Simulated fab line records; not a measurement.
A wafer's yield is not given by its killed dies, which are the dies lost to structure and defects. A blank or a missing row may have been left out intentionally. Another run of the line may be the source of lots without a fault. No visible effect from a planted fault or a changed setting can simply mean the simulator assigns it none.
The tool behind it: which one? / flow sky130 / 14 lots with 42 wafers sampled at 2 steps, on a route of 708 steps

== WHAT THE GAUGES READ, wafer by wafer ==
SKY_VIA3_THK_MEAS_01.
lot=L699; measured=day 38 18:32; on=film-metro-01; VIA3_HDPCVD_THK (nm)=1632 1655 1639
lot=L700; measured=day 39 04:42; on=film-metro-04; VIA3_HDPCVD_THK (nm)=1623 1645 1649
lot=L701; measured=day 39 12:59; on=film-metro-01; VIA3_HDPCVD_THK (nm)=1656 1645 1645
lot=L705; measured=day 41 00:54; on=film-metro-04; VIA3_HDPCVD_THK (nm)=1635 1626 1640
lot=L706; measured=day 41 05:10; on=film-metro-02; VIA3_HDPCVD_THK (nm)=1636 1644 1652
lot=L710; measured=day 42 06:27; on=film-metro-01; VIA3_HDPCVD_THK (nm)=1647 1623 1630
lot=L713; measured=day 42 18:52; on=film-metro-01; VIA3_HDPCVD_THK (nm)=1667 1654 1635
lot=L712; measured=day 42 20:41; on=film-metro-02; VIA3_HDPCVD_THK (nm)=1644 1655 1655
lot=L714; measured=day 43 07:11; on=film-metro-02; VIA3_HDPCVD_THK (nm)=1616 1633 1618
lot=L716; measured=day 43 19:34; on=film-metro-01; VIA3_HDPCVD_THK (nm)=1637 1610 1626
lot=L717; measured=day 44 04:56; on=film-metro-04; VIA3_HDPCVD_THK (nm)=1629 1620 1640
lot=L718; measured=day 44 08:50; on=film-metro-04; VIA3_HDPCVD_THK (nm)=1612 1619 1622
lot=L719; measured=day 44 16:59; on=film-metro-01; VIA3_HDPCVD_THK (nm)=1618 1644 1630
lot=L721; measured=day 45 03:06; on=film-metro-01; VIA3_HDPCVD_THK (nm)=1642 1617 1631

== TOOL THAT RAN EACH LOT (tool first, then ch and the chambers of the sampled wafers, then the start) ==
lot=L699; SKY_METAL3_DESCUM_15=rie-metal-01 ch 0, day 38 17:19
lot=L700; SKY_METAL3_DESCUM_15=rie-metal-02 ch 0,1, day 39 03:36
lot=L701; SKY_METAL3_DESCUM_15=rie-metal-03 ch 0,1, day 39 11:43
lot=L705; SKY_METAL3_DESCUM_15=rie-metal-03 ch 0,1, day 40 23:49
lot=L706; SKY_METAL3_DESCUM_15=rie-metal-02 ch 0,1, day 41 03:50
lot=L710; SKY_METAL3_DESCUM_15=rie-metal-02 ch 0,1, day 42 05:20
lot=L713; SKY_METAL3_DESCUM_15=rie-metal-03 ch 1, day 42 17:02
lot=L712; SKY_METAL3_DESCUM_15=rie-metal-03 ch 0,1, day 42 19:23
lot=L714; SKY_METAL3_DESCUM_15=rie-metal-03 ch 0,1, day 43 06:07
lot=L716; SKY_METAL3_DESCUM_15=rie-metal-03 ch 0,1, day 43 18:29
lot=L717; SKY_METAL3_DESCUM_15=rie-metal-02 ch 0,1, day 44 03:51
lot=L718; SKY_METAL3_DESCUM_15=rie-metal-02 ch 0, day 44 07:46
lot=L719; SKY_METAL3_DESCUM_15=rie-metal-03 ch 0,1, day 44 15:54
lot=L721; SKY_METAL3_DESCUM_15=rie-metal-01 ch 0,1, day 45 02:01
- SKY_METAL3_DESCUM_15: chemistry O2, time 8 s.

== AS READ BY THE TOOLS THEMSELVES (means over the sampled wafers that have a number; for cases with no such wafer, the mark the record gives instead) ==
SKY_METAL3_DESCUM_15.
lot=L699; tool=rie-metal-01; drypump-motor-current-A (A)=6.2; he-backside-leak-sccm (sccm)=3.3; oes-product-au (a.u.)=0.993
lot=L700; tool=rie-metal-02; drypump-motor-current-A (A)=5.6; he-backside-leak-sccm (sccm)=3.4; oes-product-au (a.u.)=1.002
lot=L701; tool=rie-metal-03; drypump-motor-current-A (A)=5.5; he-backside-leak-sccm (sccm)=3.3; oes-product-au (a.u.)=1.007
lot=L705; tool=rie-metal-03; drypump-motor-current-A (A)=5.2; he-backside-leak-sccm (sccm)=3.3; oes-product-au (a.u.)=0.997
lot=L706; tool=rie-metal-02; drypump-motor-current-A (A)=5.5; he-backside-leak-sccm (sccm)=3.2; oes-product-au (a.u.)=0.998
lot=L710; tool=rie-metal-02; drypump-motor-current-A (A)=5.5; he-backside-leak-sccm (sccm)=3.3; oes-product-au (a.u.)=1.001
lot=L713; tool=rie-metal-03; drypump-motor-current-A (A)=4.8; he-backside-leak-sccm (sccm)=3.3; oes-product-au (a.u.)=0.993
lot=L712; tool=rie-metal-03; drypump-motor-current-A (A)=5.5; he-backside-leak-sccm (sccm)=3.4; oes-product-au (a.u.)=0.992
lot=L714; tool=rie-metal-03; drypump-motor-current-A (A)=5.2; he-backside-leak-sccm (sccm)=3.4; oes-product-au (a.u.)=1.001
lot=L716; tool=rie-metal-03; drypump-motor-current-A (A)=5.5; he-backside-leak-sccm (sccm)=3.1; oes-product-au (a.u.)=0.996
lot=L717; tool=rie-metal-02; drypump-motor-current-A (A)=5.6; he-backside-leak-sccm (sccm)=3.3; oes-product-au (a.u.)=1.002
lot=L718; tool=rie-metal-02; drypump-motor-current-A (A)=5.4; he-backside-leak-sccm (sccm)=3.2; oes-product-au (a.u.)=0.998
lot=L719; tool=rie-metal-03; drypump-motor-current-A (A)=5.5; he-backside-leak-sccm (sccm)=3.3; oes-product-au (a.u.)=1.010
lot=L721; tool=rie-metal-01; drypump-motor-current-A (A)=5.7; he-backside-leak-sccm (sccm)=3.4; oes-product-au (a.u.)=0.996

== THE ANSWER, worked out from the rows above alone ==
Rule: the lots themselves supply what counts as usual. The widest of any qualifying gaps counts: lots, ordered by their means at a reading, are off when they make up no more than a third of the lots, leave a main group of 4 or more, and stand apart from it by 3 or more times the standard deviation of that group's means. Not used: any main group whose means are identical at the precision the tables above print for the reading. Also off: a lot with no number at a reading for which 4 or more lots have one. Any other lot the step has rows for is counted as sound. First the gauges in route order, then the tools' own readings, where a lot's mean is used as printed above. At the first step where some lot is off, the reading lying furthest off is the one used; lots without a number count as furthest.
None of the lots is off at any reading shown; this tells nothing.

== WHAT HAD BEEN PUT IN BY THE SIMULATOR ==
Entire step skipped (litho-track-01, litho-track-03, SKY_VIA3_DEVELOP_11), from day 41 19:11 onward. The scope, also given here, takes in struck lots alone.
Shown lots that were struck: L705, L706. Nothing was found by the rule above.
